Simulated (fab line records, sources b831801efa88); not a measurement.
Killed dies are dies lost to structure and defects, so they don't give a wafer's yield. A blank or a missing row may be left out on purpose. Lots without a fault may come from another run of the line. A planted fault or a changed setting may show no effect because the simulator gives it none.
Chamber matching | flow sfq_line | SFQ_TRILAYER_I5_BARC_OPEN_VIA_ETCH_200 on rie_diel-02: 4 sister chambers
The step etches BARC in O2, target depth 125 nm, time 41.7 s. 14 wafers are shown with their chamber, then 6 later ones without.

WAFERS WITH THEIR CHAMBER
wafer  | chamber | drypump_motor_current_A (A) | oes_product_au (a.u.)
L251.3 | 1       | 5.5                         | 0.691
L251.5 | 0       | 5.7                         | 0.686
L251.6 | 1       | 5.5                         | 0.682
L254.2 | 3       | 5.2                         | 0.686
L254.3 | 2       | 6.3                         | 0.695
L254.4 | 1       | 5.5                         | 0.688
L261.2 | 3       | 5.3                         | 0.683
L261.3 | 1       | 5.5                         | 0.692
L261.4 | 2       | 6.3                         | 0.685
L263.1 | 3       | 5.2                         | 0.691
L263.5 | 1       | 5.5                         | 0.680
L263.6 | 0       | 5.6                         | 0.684
L264.2 | 1       | 5.5                         | 0.679
L264.5 | 2       | 6.3                         | 0.677

SIGNATURES (means of the wafers above)
reading                 | chamber 0 | chamber 1 | chamber 2 | chamber 3 | scatter within a chamber
drypump_motor_current_A | 5.650     | 5.500     | 6.300     | 5.233     | 0.0342
oes_product_au          | 0.68500   | 0.68533   | 0.68567   | 0.68667   | 0.00601
Rule: a wafer's distance from a chamber is the root of the sum, over the readings, of the square of ((its reading less the chamber's mean) divided by the reading's scatter). The wafer belongs to the nearest chamber; if the next one is less than 2 further off, it can't be placed. The scatter: the root of (the sum of the squares of (reading less its chamber's mean) over the shown wafers, divided by (wafers less chambers)).

WAFERS WITHOUT THEIR CHAMBER
wafer  | drypump_motor_current_A (A) | oes_product_au (a.u.)
L268.1 | 5.6                         | 0.681
L268.2 | 5.2                         | 0.684
L268.4 | 5.5                         | 0.685
L269.1 | 6.3                         | 0.682
L269.5 | 6.3                         | 0.681
L269.6 | 5.5                         | 0.680

WHICH CHAMBER EACH WENT THROUGH
wafer  | from the rows above     | in truth
L268.1 | can't be placed: 0 or 1 | 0
L268.2 | 3                       | 3
L268.4 | 1                       | 1
L269.1 | 2                       | 2
L269.5 | 2                       | 2
L269.6 | 1                       | 1
Placed correctly: 5 of 6. Can't be placed from these rows: 1 (the true chamber is among the candidates in 1). Placed wrongly: 0.
